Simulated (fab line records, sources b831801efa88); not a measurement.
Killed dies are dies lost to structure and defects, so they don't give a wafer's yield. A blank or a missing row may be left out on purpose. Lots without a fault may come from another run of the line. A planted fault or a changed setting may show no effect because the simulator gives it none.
fab line records | flow sky130 | part 2 of 2: steps 25 to 33 of 33
record lots=5 wafers=15 last_day=48
route steps=708 shown LOCAL_INTERCONNECT@392 CONTACT@406
lots that met no fault: from a run of the same line without faults
start_h: hours from the record's first day to the start of the lot's first wafer shown | wait_h: hours since the lot's step before | " the same as in the row above | L1.1+2: a row that stands for several wafers | - no value, or no start given | * or withheld: withheld | < > ~ a bound
route shown NAME@n: a module of which the file shows steps, and the number in the route of the first | usual: mean/standard deviation of fault-free wafers | same: alike in all rows | chamber/n: place in a boat | sites: the reading at each site | _std_site: their standard deviation | _edge_site: outer sites' mean less inner sites' | radius_mm: how far each site lies from the wafer's centre | mask NAME#n: copy n | behind: the tool/chamber that last shaped the wafer | hold: why the lot was held/for how many hours/how that ended | device: the transistor (n, p or np) that didn't switch | end of line: the same wafers' tests at the end of the route | a step without rows: its recipe alone | killed: dies lost to structure and defects at the first sort, not the wafer's yield | map: a wafer's dies, x killed, . not, _ none there
set.NAME: the setting as run; set.NAME@STEP: as run at that earlier step | model.NAME: the simulator's own value behind a step, which no gauge read
lots at some steps of the route; a table a step, a row a wafer
services: from which hour (start_h, from the record's first day; less than 0 if before it) a tool's chamber was out of use, for how many hours, and why
## steps
# step SKY_CONTACT_SOFTBAKE_10
# recipe temp_c=100 time_s=90 resist=KrF-thick
# usual chill_plate_temp_C=23.00/0.12
# columns lot.wafer tool chamber start_h wait_h chill_plate_temp_C
L080.4 litho_track-03 0 - - 22.82
L080.5 " 0 " " 22.92
L080.6 " 0 " " 22.95
L082.3 litho_track-04 0 - - 22.93
L082.5 " 0 " " 23.02
L082.6 " 0 " " 23.06
L083.2 litho_track-03 0 - - 22.99
L083.3 " 0 " " 23.01
L083.5 " 0 " " 23.08
L085.1 litho_track-02 0 - - 22.88
L085.3 " 0 " " 23.13
L085.6 " 0 " " 23.14
L087.1 litho_track-03 0 - - 22.89
L087.2 " 0 " " 22.95
L087.3 " 0 " " 23.07
# step SKY_CONTACT_EXPOSE_11
# recipe mask_id=CTM1 na=0.8 source_shape=annular sigma_inner=0.55 sigma_outer=0.85 target_cd_nm=170 dose_mj=38
# columns lot.wafer tool chamber start_h wait_h mask
L080.4+5+6 krf_scanner-01 0 - - CTM1#0
L082.3+5+6 krf_scanner-02 0 - - CTM1#0
L083.2+3+5 krf_scanner-02 0 - - CTM1#0
L085.1+3+6 krf_scanner-02 0 - - CTM1#0
L087.1+2+3 krf_scanner-01 0 - - CTM1#0
# step SKY_CONTACT_PEB_12
# recipe peb_temp_c=withheld peb_time_s=withheld resist=KrF-thick
# usual chill_plate_temp_C=*
# columns lot.wafer tool chamber start_h wait_h chill_plate_temp_C
L080.4 litho_track-04 0 - - *
L080.5 " 0 " " *
L080.6 " 0 " " *
L082.3 litho_track-03 0 - - *
L082.5 " 0 " " *
L082.6 " 0 " " *
L083.2 litho_track-02 0 - - *
L083.3 " 0 " " *
L083.5 " 0 " " *
L085.1 litho_track-04 0 - - *
L085.3 " 0 " " *
L085.6 " 0 " " *
L087.1 litho_track-03 0 - - *
L087.2 " 0 " " *
L087.3 " 0 " " *
# step SKY_CONTACT_DEVELOP_13
# recipe develop_time_s=57.85 resist=KrF-thick dev_temp_c=21
# usual chill_plate_temp_C=23.00/0.11
# columns lot.wafer tool chamber start_h wait_h chill_plate_temp_C
L080.4 litho_track-04 0 - - 23.14
L080.5 " 0 " " 23.19
L080.6 " 0 " " 23.25
L082.3 litho_track-03 0 - - 23.08
L082.5 " 0 " " 22.93
L082.6 " 0 " " 22.76
L083.2 litho_track-02 0 - - 23.02
L083.3 " 0 " " 22.92
L083.5 " 0 " " 22.84
L085.1 litho_track-04 0 - - 23.12
L085.3 " 0 " " 22.89
L085.6 " 0 " " 23.13
L087.1 litho_track-03 0 - - 22.84
L087.2 " 0 " " 22.91
L087.3 " 0 " " 22.95
# step SKY_CONTACT_CD_MEAS_14
# recipe target_cd_nm=170
# usual cd_nm=170.3/1.2
# columns lot.wafer tool chamber start_h wait_h cd_nm
L080.4 cd_sem-02 - 791.51 - 170.2
L080.5 " - " " 169.9
L080.6 " - " " 170.8
L082.3 cd_sem-01 - 813.90 - 170.1
L082.5 " - " " 169.4
L082.6 " - " " 171.0
L083.2 cd_sem-01 - 818.21 - 168.4
L083.3 " - " " 168.9
L083.5 " - " " 168.9
L085.1 cd_sem-02 - 825.15 - 169.5
L085.3 " - " " 169.6
L085.6 " - " " 170.1
L087.1 cd_sem-02 - 844.16 - 169.3
L087.2 " - " " 170.1
L087.3 " - " " 170.6
# step SKY_CONTACT_OVL_MEAS_15
# usual CONTACT_OVL=1/5.4
# columns lot.wafer tool chamber start_h wait_h CONTACT_OVL[nm]
L080.4 overlay-01 - 791.59 0.1 3
L080.5 " - " " 6
L080.6 " - " " 9
L082.3 overlay-02 - 813.99 0.1 4
L082.5 " - " " 3
L082.6 " - " " 12
L083.2 overlay-01 - 818.32 0.1 -4
L083.3 " - " " -3
L083.5 " - " " 2
L085.1 overlay-02 - 825.27 0.1 3
L085.3 " - " " 4
L085.6 " - " " 4
L087.1 overlay-01 - 844.28 0.1 4
L087.2 " - " " 1
L087.3 " - " " 1
# step SKY_CONTACT_ETCH_16
# recipe chemistry=N2/H2 target=BARC ion_energy_ev=200 source_w=500 bias_w=100 pressure_mtorr=30 n2_flow_sccm=100 h2_flow_sccm=200 stop_on=SiO2 time_s=45.9 target_depth_a=600
# usual drypump_motor_current_A=5.7/0.35 oes_product_au=0.855/0.005 throttle_valve_pct=13.225/0.0086
# columns lot.wafer tool chamber start_h wait_h drypump_motor_current_A oes_product_au rf_hours_counter_h throttle_valve_pct
L080.4 rie_diel-01 2 791.61 0.0 5.4 0.855 8 13.216
L080.5 " 2 " " 5.4 0.852 - 13.209
L080.6 " 3 " " 5.5 0.856 - 13.230
L082.3 rie_diel-01 3 814.01 0.0 5.5 0.853 16 13.213
L082.5 " 3 " " 5.5 0.862 - 13.220
L082.6 " 1 " " 5.5 0.854 - 13.218
L083.2 rie_diel-01 3 818.35 0.0 5.5 0.857 16 13.226
L083.3 " 2 " " 5.4 0.848 9 13.231
L083.5 " 3 " " 5.5 0.851 - 13.212
L085.1 rie_diel-03 2 825.31 0.0 6.2 0.856 7 13.222
L085.3 " 0 " " 6.1 0.854 11 13.234
L085.6 " 2 " " 6.3 0.858 - 13.221
L087.1 rie_diel-02 2 844.31 0.0 6.1 0.859 7 13.233
L087.2 " 1 " " 5.7 0.854 1 13.219
L087.3 " 0 " " 6.3 0.856 28 13.220
# step SKY_CONTACT_ETCH_17
# recipe target=SiO2 chemistry=C4F8/O2/Ar stop_on=Si3N4 mask_material=KrF-thick source_w=1500 bias_w=1200 pressure_mtorr=40 c4f8_flow_sccm=withheld O2_flow_sccm=6 Ar_flow_sccm=300 time_s=withheld target_depth_a=3400
# usual oes_product_au=0.891/0.0051
# columns lot.wafer tool chamber start_h wait_h oes_product_au
L080.4 rie_diel-01 2 791.65 0.0 0.901
L080.5 " 2 " " 0.900
L080.6 " 3 " " 0.885
L082.3 rie_diel-01 3 814.06 0.0 0.897
L082.5 " 3 " " 0.893
L082.6 " 1 " " 0.887
L083.2 rie_diel-01 3 818.39 0.0 0.887
L083.3 " 2 " " 0.887
L083.5 " 3 " " 0.892
L085.1 rie_diel-03 2 825.35 0.0 0.881
L085.3 " 0 " " 0.893
L085.6 " 2 " " 0.893
L087.1 rie_diel-02 2 844.36 0.0 0.894
L087.2 " 1 " " 0.888
L087.3 " 0 " " 0.890
# step SKY_CONTACT_ETCH_18
# recipe target=Si3N4 chemistry=CHF3/O2 stop_on=TiN source_w=600 bias_w=200 pressure_mtorr=40 chf3_flow_sccm=50 O2_flow_sccm=5 time_s=39 target_depth_a=750
# usual drypump_motor_current_A=5.7/0.35 oes_product_au=0.854/0.0079 throttle_valve_pct=8.793/0.009
# columns lot.wafer tool chamber start_h wait_h drypump_motor_current_A oes_product_au rf_hours_counter_h throttle_valve_pct
L080.4 rie_diel-01 2 - - 5.4 0.849 8 8.816
L080.5 " 2 " " 5.4 0.866 - 8.775
L080.6 " 3 " " 5.4 0.856 - 8.794
L082.3 rie_diel-01 3 - - 5.5 0.854 16 8.796
L082.5 " 3 " " 5.5 0.850 - 8.799
L082.6 " 1 " " 5.5 0.858 - 8.787
L083.2 rie_diel-01 3 - - 5.5 0.859 16 8.792
L083.3 " 2 " " 5.4 0.853 9 8.805
L083.5 " 3 " " 5.5 0.865 - 8.781
L085.1 rie_diel-03 2 - - 6.3 0.840 7 8.802
L085.3 " 0 " " 6.1 0.849 11 8.784
L085.6 " 2 " " 6.3 0.854 - 8.789
L087.1 rie_diel-02 2 - - 6.1 0.860 7 8.798
L087.2 " 1 " " 5.7 0.860 1 8.794
L087.3 " 0 " " 6.3 0.851 28 8.807
## services
# columns tool chamber start_h hours kind
rie_metal-04 0 741.38 29.8 repair
cmp-02 - 744.14 4.0 pm
hdpcvd-01 - 751.94 0.7 repair
krf_scanner-01 - 752.00 4.0 pm
rie_metal-04 - 753.79 2.8 pm
rie_diel-01 1 768.08 6.9 repair
rie_diel-01 3 771.41 4.1 repair
plasma_asher-04 - 773.84 3.5 repair
krf_scanner-02 - 776.64 0.8 pm
rie_diel-03 1 776.92 6.4 repair
krf_scanner-01 - 779.34 1.3 pm
krf_scanner-02 - 784.45 1.0 pm
krf_scanner-02 - 785.45 1.3 pm
rie_diel-03 0 796.21 4.7 repair
rie_diel-02 - 800.67 0.4 repair
krf_scanner-01 - 804.38 0.8 pm
hdpcvd-01 0 807.95 113.9 repair
krf_scanner-01 - 808.56 0.3 repair
rie_diel-03 1 814.35 20.0 repair
rie_diel-03 0 815.58 2.5 repair
rie_diel-01 - 816.11 1.1 repair
krf_scanner-01 - 823.32 3.6 pm
rie_metal-04 1 831.56 3.0 repair
krf_scanner-01 - 842.48 0.8 pm
